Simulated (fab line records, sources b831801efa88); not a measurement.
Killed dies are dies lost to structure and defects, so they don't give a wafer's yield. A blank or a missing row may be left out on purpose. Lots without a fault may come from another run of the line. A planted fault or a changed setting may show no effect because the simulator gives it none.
Split-lot experiment | flow sky130 | 5 lots, 23 wafers read, on a route of 708 steps

THE SPLIT
At SKY_METAL4_DEVELOP_12 (develop time 60 s), the setting develop_time_s was moved away from the recipe's 60 s on 9 of the 23 wafers read, by -11.3% to +6.8%. The other wafers ran this setting at the recipe's value.

The file shows no step between the split and the reading.

THE READING
METAL4.cd_nm (the simulator's own value, which no gauge read), in nm, at SKY_METAL4_DESCUM_15 (chemistry O2, time 8 s). The file gives no usual value for it. The 14 wafers here that ran the recipe average 298.7 nm, standard deviation 1.9 nm.

wafer  | tool, chamber at the split | develop_time_s as run, s | against the recipe | METAL4.cd_nm, nm | against lot-mates on the recipe
L074.1 | litho_track-03, 0          | 60                       | recipe             | 296.9            | -
L074.2 | litho_track-03, 0          | 60                       | recipe             | 296.4            | -
L074.3 | litho_track-03, 0          | 60                       | recipe             | 296.5            | -
L074.4 | litho_track-03, 0          | 60                       | recipe             | 296.3            | -
L074.6 | litho_track-03, 0          | 60                       | recipe             | 296.1            | -
L076.2 | litho_track-02, 0          | 53.22                    | -11.3%             | 302.4            | +3.1
L076.3 | litho_track-02, 0          | 53.22                    | -11.3%             | 300.9            | +1.6
L076.4 | litho_track-02, 0          | 53.22                    | -11.3%             | 301.4            | +2.1
L076.5 | litho_track-02, 0          | 60                       | recipe             | 299.6            | -
L076.6 | litho_track-02, 0          | 60                       | recipe             | 299              | -
L078.1 | litho_track-03, 0          | 53.56                    | -10.7%             | 301.5            | +3.0
L078.2 | litho_track-03, 0          | 60                       | recipe             | 298.4            | -
L078.3 | litho_track-03, 0          | 53.56                    | -10.7%             | 302.2            | +3.7
L078.4 | litho_track-03, 0          | 53.56                    | -10.7%             | 302.2            | +3.7
L078.6 | litho_track-03, 0          | 60                       | recipe             | 298.7            | -
L080.2 | litho_track-03, 0          | 60                       | recipe             | 301.1            | -
L080.4 | litho_track-03, 0          | 60                       | recipe             | 299.4            | -
L080.6 | litho_track-03, 0          | 60                       | recipe             | 301.4            | -
L084.1 | litho_track-01, 0          | 64.06                    | +6.8%              | 299.8            | -1.2
L084.2 | litho_track-01, 0          | 64.06                    | +6.8%              | 298.3            | -2.7
L084.3 | litho_track-01, 0          | 60                       | recipe             | 300.4            | -
L084.4 | litho_track-01, 0          | 64.06                    | +6.8%              | 299              | -2.0
L084.6 | litho_track-01, 0          | 60                       | recipe             | 301.7            | -

THE FIT
A straight line over all 23 wafers: METAL4.cd_nm changes by -0.202 nm for each +1% of develop_time_s; r = -0.58; the points scatter about the line by 1.7 nm.
The same after taking each lot's own level away (the mean of its wafers on the recipe; 23 wafers): -0.266 nm for each +1%; r = -0.93; scatter 0.66 nm.
On that fit, the largest move of develop_time_s shifts the reading by 3 nm.
The lots' own levels span 296.44 to 301.05 nm, that is 2.4 times the standard deviation above.
So the lot-to-lot level blurs the effect unless lot-mates are compared.
Check: with one of the wafers moved furthest among these (-11.3%) left out of the fit, the line predicts +2.92 nm for it against its lot-mates. It came out at +3.1 nm against them.

OTHER SPLITS ON THESE WAFERS
These wafers also went through other splits before the reading. Each is held against what the fit with the lots' levels taken away leaves over:
other split on the same wafers     | wafers away from the commonest value | r with METAL4.cd_nm (lot level and that fit taken away)
SKY_CAPM_SPUTTER_02 power_w        | 11                                   | -0.26
SKY_METAL3_EXPOSE_10 dose_mj       | 9                                    | -0.08
SKY_METAL3_ETCH_16 bias_w          | 11                                   | +0.19
SKY_VIA3_CMP_02 leave_above_ref_nm | 4                                    | +0.07
SKY_VIA3_SOFTBAKE_08 temp_c        | 11                                   | +0.08
SKY_VIA3_SPUTTER_20 time_s         | 6                                    | +0.08
SKY_METAL4_SPUTTER_00 time_s       | 7                                    | +0.07

THE FILE'S OWN FIT
METAL4.cd_nm changes by -0.265 nm for each +1% of develop_time_s, r = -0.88.
